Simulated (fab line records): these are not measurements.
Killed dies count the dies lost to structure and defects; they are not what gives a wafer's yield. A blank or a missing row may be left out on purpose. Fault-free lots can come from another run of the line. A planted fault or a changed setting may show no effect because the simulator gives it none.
Matching of chambers    flow sky130    4 sister chambers for SKY_CONTACT_ETCH_17 on rie-diel-02
The step etches SiO2 in C4F8/O2/Ar, stops on Si3N4, target depth 340 nm. 14 wafers are shown with their chamber, then 7 later ones without.

EACH WAFER AND ITS CHAMBER
wafer   chamber  oes-product-au (a.u.)
L793.1  1        0.892
L793.3  0        0.891
L793.6  1        0.899
L798.1  1        0.892
L798.3  0        0.885
L798.5  3        0.899
L801.2  0        0.884
L801.3  3        0.885
L801.6  0        0.888
L807.1  1        0.896
L807.2  0        0.893
L807.6  0        0.896
L814.2  3        0.893
L814.4  2        0.904

SIGNATURES (means of the wafers above)
reading         chamber 0  chamber 1  chamber 2  chamber 3  scatter within a chamber
oes-product-au  0.88950    0.89475    0.90400    0.89233    0.00493
Rule: a wafer lies at a distance from a chamber equal to the root of the sum of squares, over the readings, of (its reading less the chamber's mean, divided by the reading's scatter). The wafer belongs to the nearest chamber; if the next one is less than 2 further off, it can't be placed. How the scatter is found: for the shown wafers, subtract from each reading the mean of its chamber, square and add these, divide the total by (wafers less chambers), then take the root.

WAFERS MISSING THEIR CHAMBER
wafer   oes-product-au (a.u.)
L814.6  0.897
L815.1  0.897
L815.4  0.890
L815.6  0.893
L816.1  0.896
L816.2  0.890
L816.6  0.895

CHAMBER TAKEN BY EACH
wafer   from the rows above                in truth
L814.6  can't be placed: 1 or 3 or 2 or 0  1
L815.1  can't be placed: 1 or 3 or 2 or 0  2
L815.4  can't be placed: 0 or 3 or 1       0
L815.6  can't be placed: 3 or 1 or 0       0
L816.1  can't be placed: 1 or 3 or 0 or 2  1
L816.2  can't be placed: 0 or 3 or 1       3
L816.6  can't be placed: 1 or 3 or 0 or 2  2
Correctly placed: 0 of 7. Cannot be placed on the basis of these rows: 7; the candidates contain the true chamber in 7. Wrongly placed: 0.
